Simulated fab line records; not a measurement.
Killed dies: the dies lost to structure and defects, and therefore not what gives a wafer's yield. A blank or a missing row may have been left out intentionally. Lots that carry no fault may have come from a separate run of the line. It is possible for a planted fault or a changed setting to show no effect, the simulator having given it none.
Which of the tools did it? + flow gf180mcu + Sampling: 11 lots, 33 wafers, 7 of 602 route steps

WHAT EACH GAUGE READ, for each wafer
GF_HV_LDD_TW_MEAS_50. Usual: HV_LDD_4_TW 565, standard deviation 5.4.
| lot  | measured     | on            | HV_LDD_4_TW | flag |
|------|--------------|---------------|-------------|------|
| L182 | day 12 11:55 | film-metro-04 | 570 569 569 |      |
| L183 | day 12 16:59 | film-metro-02 | 559 561 559 |      |
| L184 | day 13 01:07 | film-metro-02 | 562 563 562 |      |
| L188 | day 14 09:14 | film-metro-04 | 575 576 573 |      |
| L190 | day 15 01:20 | film-metro-02 | 566 562 561 |      |
| L191 | day 15 10:22 | film-metro-02 | 565 562 561 |      |
| L194 | day 16 07:27 | film-metro-02 | 557 560 560 |      |
| L195 | day 16 18:02 | film-metro-01 | 565 564 562 |      |
| L202 | day 19 04:13 | film-metro-02 | 560 559 558 |      |
| L203 | day 19 14:07 | film-metro-04 | 572 569 570 |      |
| L204 | day 20 01:14 | film-metro-04 | 574 574 576 |      |

GF_PSD_OVL_MEAS_08. Usual: PSD_OVL -0.2 nm, standard deviation 1.2.
| lot  | measured     | on         | PSD_OVL (nm)   | flag |
|------|--------------|------------|----------------|------|
| L182 | day 14 05:59 | overlay-01 | -0.2 -0.4 -0.1 |      |
| L183 | day 14 11:59 | overlay-02 | -0.3 1.2 -0.2  |      |
| L184 | day 14 21:59 | overlay-02 | 0.1 0.5 0.7    |      |
| L188 | day 16 08:51 | overlay-02 | -0.2 1.4 -0.3  |      |
| L190 | day 16 23:46 | overlay-01 | -0.9 -0.2 -1.3 |      |
| L191 | day 17 09:48 | overlay-02 | 0.7 2.2 0.0    |      |
| L194 | day 18 09:23 | overlay-02 | -1.8 0.4 -1.7  |      |
| L195 | day 18 20:14 | overlay-01 | 0.7 0.3 2.4    |      |
| L202 | day 21 08:23 | overlay-02 | -2.3 0.1 -0.6  |      |
| L203 | day 21 16:40 | overlay-02 | -0.3 -0.5 0.2  |      |
| L204 | day 22 04:34 | overlay-01 | 0.1 -1.1 0.3   |      |

GF_PSD_TW_MEAS_11. Usual: PSD_TW 3169, standard deviation 18.
| lot  | measured     | on            | PSD_TW         | flag |
|------|--------------|---------------|----------------|------|
| L182 | day 14 06:16 | film-metro-04 | 3181 3194 3195 |      |
| L183 | day 14 12:16 | film-metro-04 | 3194 3204 3197 |      |
| L184 | day 14 22:17 | film-metro-03 | 3185 3181 3199 |      |
| L188 | day 16 09:08 | film-metro-04 | 3166 3179 3178 |      |
| L190 | day 17 00:03 | film-metro-01 | 3160 3157 3153 |      |
| L191 | day 17 10:05 | film-metro-01 | 3156 3148 3136 |      |
| L194 | day 18 09:40 | film-metro-04 | 2946 2946 2942 | OFF  |
| L195 | day 18 20:32 | film-metro-03 | 2913 2927 2908 | OFF  |
| L202 | day 21 08:41 | film-metro-03 | 3140 3147 3178 |      |
| L203 | day 21 16:57 | film-metro-04 | 3172 3180 3196 |      |
| L204 | day 22 04:52 | film-metro-03 | 3175 3176 3164 |      |

GF_PSD_RS_MEAS_15: uses a four-point probe to measure. Usual: PSD_RS 108.7 ohm/sq, standard deviation 0.34.
| lot  | measured     | on            | PSD_RS (ohm/sq)   | flag |
|------|--------------|---------------|-------------------|------|
| L182 | day 14 06:37 | film-metro-03 | 108.8 108.7 108.9 |      |
| L183 | day 14 12:38 | film-metro-03 | 108.9 108.9 108.7 |      |
| L184 | day 14 22:38 | film-metro-03 | 108.5 108.8 108.5 |      |
| L188 | day 16 09:28 | film-metro-03 | 108.8 108.8 108.7 |      |
| L190 | day 17 00:22 | film-metro-03 | 108.2 108.3 108.5 |      |
| L191 | day 17 10:25 | film-metro-01 | 108.7 108.7 108.5 |      |
| L194 | day 18 10:01 | film-metro-01 | 124.2 124.3 124.3 | OFF  |
| L195 | day 18 20:50 | film-metro-04 | 124.6 124.5 124.3 | OFF  |
| L202 | day 21 09:01 | film-metro-03 | 109.6 109.2 109.4 |      |
| L203 | day 21 17:16 | film-metro-03 | 109.1 109.1 109.0 |      |
| L204 | day 22 05:11 | film-metro-01 | 108.2 107.8 108.2 |      |

TOOL THAT RAN EACH LOT (tool first, then ch and the chambers of the sampled wafers, then the start)
| lot  | GF_POLY_GATE_ETCH_12               | GF_PSD_IMPLANT_09               | GF_PSD_STRIP_10                      |
|------|------------------------------------|---------------------------------|--------------------------------------|
| L182 | rie-diel-03 ch 0,1,3, day 9 07:04  | implanter-01 ch 0, day 14 06:03 | plasma-asher-03 ch 0,1, day 14 06:11 |
| L183 | rie-diel-02 ch 1,2,3, day 9 11:41  | implanter-02 ch 0, day 14 12:02 | plasma-asher-03 ch 1, day 14 12:10   |
| L184 | rie-diel-04 ch 0,1,2, day 9 20:59  | implanter-01 ch 0, day 14 22:05 | plasma-asher-01 ch 0,1, day 14 22:11 |
| L188 | rie-diel-03 ch 0,2, day 11 00:44   | implanter-02 ch 0, day 16 08:54 | plasma-asher-03 ch 0,1, day 16 09:02 |
| L190 | rie-diel-03 ch 0,2, day 11 12:53   | implanter-02 ch 0, day 16 23:48 | plasma-asher-03 ch 0,1, day 16 23:57 |
| L191 | rie-diel-03 ch 1,2,3, day 11 21:43 | implanter-02 ch 0, day 17 09:51 | plasma-asher-01 ch 0,1, day 17 09:59 |
| L194 | rie-diel-02 ch 0,3, day 12 16:38   | implanter-02 ch 0, day 18 09:27 | plasma-asher-02 ch 0,1, day 18 09:35 |
| L195 | rie-diel-02 ch 2,3, day 12 22:40   | implanter-02 ch 0, day 18 20:17 | plasma-asher-03 ch 0,1, day 18 20:26 |
| L202 | rie-diel-04 ch 1,2, day 15 05:19   | implanter-01 ch 0, day 21 08:27 | plasma-asher-02 ch 0,1, day 21 08:34 |
| L203 | rie-diel-04 ch 1,3, day 15 12:41   | implanter-01 ch 0, day 21 16:42 | plasma-asher-02 ch 0,1, day 21 16:51 |
| L204 | rie-diel-03 ch 2,3, day 15 21:52   | implanter-03 ch 0, day 22 04:38 | plasma-asher-03 ch 0,1, day 22 04:45 |
- GF_POLY_GATE_ETCH_12: etches BARC in N2/H2.
- GF_PSD_IMPLANT_09
- GF_PSD_STRIP_10: strips in O2/N2.

WHAT THE TOOLS THEMSELVES READ (means of the sampled wafers that have a number; where no wafer has one, the mark that the record gives instead)
GF_POLY_GATE_ETCH_12. Usual: drypump-motor-current-A 5.6 A, standard deviation 0.56; oes-product-au 0.736 a.u., standard deviation 0.0047; rf-fwd-power-W 495.1 W, standard deviation 2.4; throttle-valve-pct 13.215 %, standard deviation 0.009.
| lot  | tool        | drypump-motor-current-A (A) | oes-product-au (a.u.) | rf-fwd-power-W (W) | throttle-valve-pct (%) | flag |
|------|-------------|-----------------------------|-----------------------|--------------------|------------------------|------|
| L182 | rie-diel-03 | 5.4                         | 0.739                 | 493.0              | 13.220                 |      |
| L183 | rie-diel-02 | 5.2                         | 0.733                 | 496.0              | 13.222                 |      |
| L184 | rie-diel-04 | 5.9                         | 0.730                 | 494.3              | 13.207                 |      |
| L188 | rie-diel-03 | 5.6                         | 0.732                 | 494.9              | 13.216                 |      |
| L190 | rie-diel-03 | 5.9                         | 0.739                 | 496.0              | 13.213                 |      |
| L191 | rie-diel-03 | 5.8                         | 0.736                 | 493.0              | 13.215                 |      |
| L194 | rie-diel-02 | 6.0                         | 0.738                 | 494.7              | 13.214                 |      |
| L195 | rie-diel-02 | 5.3                         | 0.737                 | 493.9              | 13.214                 |      |
| L202 | rie-diel-04 | 6.3                         | 0.737                 | 494.4              | 13.198                 |      |
| L203 | rie-diel-04 | 6.5                         | 0.732                 | 494.3              | 13.205                 |      |
| L204 | rie-diel-03 | 6.0                         | 0.736                 | 493.5              | 13.212                 |      |

GF_PSD_IMPLANT_09. Usual: beam-energy-keV 39.998, standard deviation 0.012; tilt-deg 6.997 degrees, standard deviation 0.02.
| lot  | tool         | beam-energy-keV | tilt-deg (degrees) | flag |
|------|--------------|-----------------|--------------------|------|
| L182 | implanter-01 | 40.005          | 6.994              |      |
| L183 | implanter-02 | 39.983          | 6.995              |      |
| L184 | implanter-01 | 40.007          | 7.011              |      |
| L188 | implanter-02 | 39.992          | 7.011              |      |
| L190 | implanter-02 | 39.997          | 7.014              |      |
| L191 | implanter-02 | 39.989          | 7.016              |      |
| L194 | implanter-02 | 29.759          | 6.978              | OFF  |
| L195 | implanter-02 | 29.772          | 6.998              | OFF  |
| L202 | implanter-01 | 39.994          | 7.011              |      |
| L203 | implanter-01 | 39.990          | 7.019              |      |
| L204 | implanter-03 | 39.994          | 7.010              |      |

GF_PSD_STRIP_10. Usual: drypump-motor-current-A 5.97 A, standard deviation 0.26; heater-power-w 350 W, standard deviation 26; oes-product-au 0.591 a.u., standard deviation 0.0049; strip-time-to-endpoint-s 16.53 s, standard deviation 0.032.
| lot  | tool            | drypump-motor-current-A (A) | heater-power-w (W) | oes-product-au (a.u.) | strip-time-to-endpoint-s (s) | flag |
|------|-----------------|-----------------------------|--------------------|-----------------------|------------------------------|------|
| L182 | plasma-asher-03 | 5.89                        | 355                | 0.596                 | 16.52                        |      |
| L183 | plasma-asher-03 | 6.24                        | 355                | 0.594                 | 16.52                        |      |
| L184 | plasma-asher-01 | 6.19                        | 366                | 0.592                 | 16.53                        |      |
| L188 | plasma-asher-03 | 6.08                        | 353                | 0.592                 | 16.52                        |      |
| L190 | plasma-asher-03 | 5.91                        | 361                | 0.592                 | 16.52                        |      |
| L191 | plasma-asher-01 | 6.09                        | 365                | 0.592                 | 16.51                        |      |
| L194 | plasma-asher-02 | 5.97                        | 326                | 0.614                 | 15.59                        | OFF  |
| L195 | plasma-asher-03 | 6.07                        | 353                | 0.616                 | 15.59                        | OFF  |
| L202 | plasma-asher-02 | 5.79                        | 349                | 0.592                 | 16.52                        |      |
| L203 | plasma-asher-02 | 5.98                        | 329                | 0.590                 | 16.57                        |      |
| L204 | plasma-asher-03 | 6.10                        | 349                | 0.593                 | 16.56                        |      |

THE ANSWER, worked out from the rows above alone
Rule: a lot counts as off when the mean over its wafers that have a number is more than 3 standard deviations away from the usual mean. Also off: a lot with no number at a reading for which 4 or more lots have one. Any other lot the step has rows for is counted as sound. Order of review: gauges by route order, followed by the tools' own readings, for which a lot's mean as printed above is used. The first step at which some lot is off is used, and at that step the reading that is off furthest; a lot without a number counts as furthest.
Off: L194, L195, seen at GF_PSD_TW_MEAS_11 (PSD_TW).
If a tool, at a process step before that reading, ran all the lots that are off and no sound lot after the first of them, it fits. The gauges at GF_PSD_TW_MEAS_11 aren't tried: what is off there is off at GF_PSD_IMPLANT_09 too, on other tools, and a gauge's error can't cause that. This does not decide it: 2 tools fit, namely rie-diel-02 at GF_POLY_GATE_ETCH_12 and implanter-02 at GF_PSD_IMPLANT_09.

WHAT THE SIMULATOR PUT IN
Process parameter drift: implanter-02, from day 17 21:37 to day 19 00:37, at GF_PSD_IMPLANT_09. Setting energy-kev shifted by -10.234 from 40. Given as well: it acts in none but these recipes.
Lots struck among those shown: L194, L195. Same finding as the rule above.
